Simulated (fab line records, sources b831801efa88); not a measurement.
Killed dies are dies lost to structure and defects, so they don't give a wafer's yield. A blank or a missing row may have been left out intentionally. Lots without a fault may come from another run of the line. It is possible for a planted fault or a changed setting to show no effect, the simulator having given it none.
Matching of chambers || flow sky130 || SKY_LI_CONTACT_HDPCVD_00 on hdpcvd-02 has 3 sister chambers
The step deposits PSG, target thk 930 nm, time 155 s. 14 wafers are shown with their chamber, then 7 later ones without.

## WAFERS PAIRED WITH THEIR CHAMBERS
{"wafer": "L627.1", "chamber": 2, "sih4-flow-sccm (sccm)": 60.38}
{"wafer": "L627.3", "chamber": 1, "sih4-flow-sccm (sccm)": 59.93}
{"wafer": "L627.5", "chamber": 2, "sih4-flow-sccm (sccm)": 60.11}
{"wafer": "L628.1", "chamber": 2, "sih4-flow-sccm (sccm)": 60.03}
{"wafer": "L628.5", "chamber": 2, "sih4-flow-sccm (sccm)": 60.21}
{"wafer": "L628.6", "chamber": 0, "sih4-flow-sccm (sccm)": 60.06}
{"wafer": "L634.3", "chamber": 0, "sih4-flow-sccm (sccm)": 59.85}
{"wafer": "L634.5", "chamber": 0, "sih4-flow-sccm (sccm)": 59.80}
{"wafer": "L634.6", "chamber": 1, "sih4-flow-sccm (sccm)": 60.21}
{"wafer": "L644.2", "chamber": 1, "sih4-flow-sccm (sccm)": 59.83}
{"wafer": "L644.3", "chamber": 0, "sih4-flow-sccm (sccm)": 59.84}
{"wafer": "L644.5", "chamber": 2, "sih4-flow-sccm (sccm)": 60.04}
{"wafer": "L646.1", "chamber": 1, "sih4-flow-sccm (sccm)": 59.79}
{"wafer": "L646.5", "chamber": 0, "sih4-flow-sccm (sccm)": 60.16}

SIGNATURES (means of the wafers above)
{"reading": "sih4-flow-sccm", "chamber 0": 59.9420, "chamber 1": 59.9400, "chamber 2": 60.1540, "scatter within a chamber": 0.163}
Rule: distance of a wafer from a chamber = root of the sum over the readings of ((wafer's reading minus chamber's mean) / reading's scatter) squared. If the next closest chamber is less than 2 further off than the closest, the wafer can't be placed; otherwise it belongs to the closest. The scatter: the root of (the sum of the squares of (reading less its chamber's mean) over the shown wafers, divided by (wafers less chambers)).

## WAFERS WHOSE CHAMBER IS MISSING
{"wafer": "L646.6", "sih4-flow-sccm (sccm)": 60.10}
{"wafer": "L647.2", "sih4-flow-sccm (sccm)": 60.23}
{"wafer": "L647.4", "sih4-flow-sccm (sccm)": 60.37}
{"wafer": "L647.5", "sih4-flow-sccm (sccm)": 60.04}
{"wafer": "L649.1", "sih4-flow-sccm (sccm)": 60.11}
{"wafer": "L649.4", "sih4-flow-sccm (sccm)": 60.21}
{"wafer": "L649.6", "sih4-flow-sccm (sccm)": 60.04}

## WHICH CHAMBER EACH WENT THROUGH
{"wafer": "L646.6", "from the rows above": "can't be placed: 2 or 0 or 1", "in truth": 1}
{"wafer": "L647.2", "from the rows above": "can't be placed: 2 or 0 or 1", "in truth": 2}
{"wafer": "L647.4", "from the rows above": "can't be placed: 2 or 0 or 1", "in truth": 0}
{"wafer": "L647.5", "from the rows above": "can't be placed: 0 or 1 or 2", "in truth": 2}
{"wafer": "L649.1", "from the rows above": "can't be placed: 2 or 0 or 1", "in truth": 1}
{"wafer": "L649.4", "from the rows above": "can't be placed: 2 or 0 or 1", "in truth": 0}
{"wafer": "L649.6", "from the rows above": "can't be placed: 0 or 1 or 2", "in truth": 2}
Correctly placed: 0 of 7. Not placeable from these rows: 7 (in 7, the candidates include the true chamber). Number placed wrongly: 0.
